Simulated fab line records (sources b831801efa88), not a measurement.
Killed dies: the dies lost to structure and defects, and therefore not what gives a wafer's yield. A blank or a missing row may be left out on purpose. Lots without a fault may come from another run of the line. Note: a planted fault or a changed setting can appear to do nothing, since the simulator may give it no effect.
Which of the tools did it?    flow gf180mcu    11 lots with 33 wafers sampled at 3 steps, on a route of 602 steps

WHAT THE GAUGES READ, wafer by wafer
GF_TOP_METAL_RS_MEAS_05: a four-point-probe measurement.
lot   measured      on             TOP_METAL_ALCU_RS (ohm/sq)
L702  day 27 03:54  film metro-01  0.0328 0.0330 0.0329
L704  day 28 06:41  film metro-02  0.0325 0.0328 0.0327
L705  day 28 08:14  film metro-01  0.0327 0.0328 0.0326
L706  day 28 11:33  film metro-01  0.0321 0.0326 0.0327
L708  day 29 01:19  film metro-02  0.0329 0.0326 0.0328
L714  day 31 02:20  film metro-03  0.0331 0.0330 0.0323
L715  day 31 09:59  film metro-01  0.0322 0.0330 0.0323
L718  day 32 04:37  film metro-03  0.0333 0.0330 0.0330
L720  day 32 16:01  film metro-03  0.0322 0.0328 0.0323
L723  day 33 03:57  film metro-03  0.0334 0.0333 0.0332
L724  day 33 10:15  film metro-03  0.0329 0.0324 0.0329

TOOL THAT RAN EACH LOT (tool first, then ch and the chambers of the sampled wafers, then the start)
lot   GF_MIM_STRIP_20                       GF_M5_METAL_ETCH_10
L702  plasma asher-02 ch 0,1, day 25 05:52  rie metal-01 ch 0,1, day 26 03:44
L704  plasma asher-02 ch 0,1, day 26 11:07  rie metal-02 ch 0, day 27 07:55
L705  plasma asher-03 ch 0, day 26 11:53    rie metal-01 ch 0, day 27 09:13
L706  plasma asher-03 ch 0,1, day 26 15:25  rie metal-02 ch 0, day 27 12:24
L708  plasma asher-02 ch 0,1, day 27 06:41  rie metal-02 ch 0,1, day 28 02:32
L714  plasma asher-03 ch 1, day 29 10:20    rie metal-02 ch 0,1, day 30 04:50
L715  plasma asher-01 ch 0,1, day 29 17:45  rie metal-03 ch 0,1, day 30 13:25
L718  plasma asher-01 ch 0,1, day 30 14:31  rie metal-03 ch 0,1, day 31 08:44
L720  plasma asher-02 ch 0,1, day 31 00:13  rie metal-02 ch 0,1, day 31 18:20
L723  plasma asher-01 ch 0,1, day 31 14:37  rie metal-01 ch 0,1, day 32 08:13
L724  plasma asher-01 ch 0,1, day 31 21:25  rie metal-03 ch 0,1, day 32 15:02
- GF_MIM_STRIP_20: strips in O2/N2.
- GF_M5_METAL_ETCH_10: etches the open film in Cl2/BCl3, stops on SiO2, target depth 750.8 nm, time 125.1 s.

AS READ BY THE TOOLS THEMSELVES (means over the sampled wafers that have a number; for cases with no such wafer, the mark the record gives instead)
GF_MIM_STRIP_20.
lot   tool             drypump motor current A (A)  heater power w (W)  oes product au (a.u.)  strip time to endpoint s (s)
L702  plasma asher-02  5.3                          313                 0.693                  11.20
L704  plasma asher-02  5.3                          306                 0.696                  11.23
L705  plasma asher-03  6.1                          360                 0.692                  11.24
L706  plasma asher-03  5.6                          341                 0.694                  11.29
L708  plasma asher-02  5.3                          298                 0.697                  11.25
L714  plasma asher-03  5.3                          337                 0.691                  11.19
L715  plasma asher-01  5.8                          322                 0.691                  11.21
L718  plasma asher-01  5.8                          344                 0.692                  11.23
L720  plasma asher-02  5.3                          297                 0.695                  11.29
L723  plasma asher-01  5.8                          345                 0.690                  11.19
L724  plasma asher-01  5.8                          324                 0.689                  11.20

GF_M5_METAL_ETCH_10.
lot   tool          bias w (W)  drypump motor current A (A)  he backside leak sccm (sccm)  oes product au (a.u.)  throttle valve pct (%)
L702  rie metal-01  140.4       5.9                          3.2                           0.984                  28.225
L704  rie metal-02  140.0       5.9                          3.6                           0.988                  28.222
L705  rie metal-01  140.4       5.9                          3.4                           0.994                  28.237
L706  rie metal-02  140.1       6.0                          3.4                           0.993                  28.226
L708  rie metal-02  140.0       6.2                          3.6                           0.991                  28.225
L714  rie metal-02  140.0       6.3                          3.5                           0.990                  28.228
L715  rie metal-03  139.6       6.1                          3.1                           0.990                  28.234
L718  rie metal-03  140.2       5.7                          3.1                           0.988                  28.219
L720  rie metal-02  139.7       6.3                          3.4                           0.988                  28.234
L723  rie metal-01  139.9       5.9                          3.1                           0.989                  28.233
L724  rie metal-03  139.9       5.7                          3.2                           0.985                  28.238

THE ANSWER, worked out from the rows above alone
Rule: what is usual is taken from the lots themselves. Put in order of their means at a reading, lots are off if they are a third of the lots or fewer, leave a main group of 4 or more, and stand apart from it by a gap of 3 or more times the standard deviation of the main group's means; of several such gaps the widest counts. A main group is skipped when, at the precision printed for the reading in the tables above, its means are all equal. Also off: a lot with no number at a reading for which 4 or more lots have one. Any other lot the step has rows for is counted as sound. The gauges are gone through in route order, then the tools' own readings, and for those a lot's mean is taken as printed above. At the first step where some lot is off, the reading lying furthest off is the one used; lots without a number count as furthest.
None of the lots is off at any reading shown; this tells nothing.

WHAT THE SIMULATOR HAD PUT IN
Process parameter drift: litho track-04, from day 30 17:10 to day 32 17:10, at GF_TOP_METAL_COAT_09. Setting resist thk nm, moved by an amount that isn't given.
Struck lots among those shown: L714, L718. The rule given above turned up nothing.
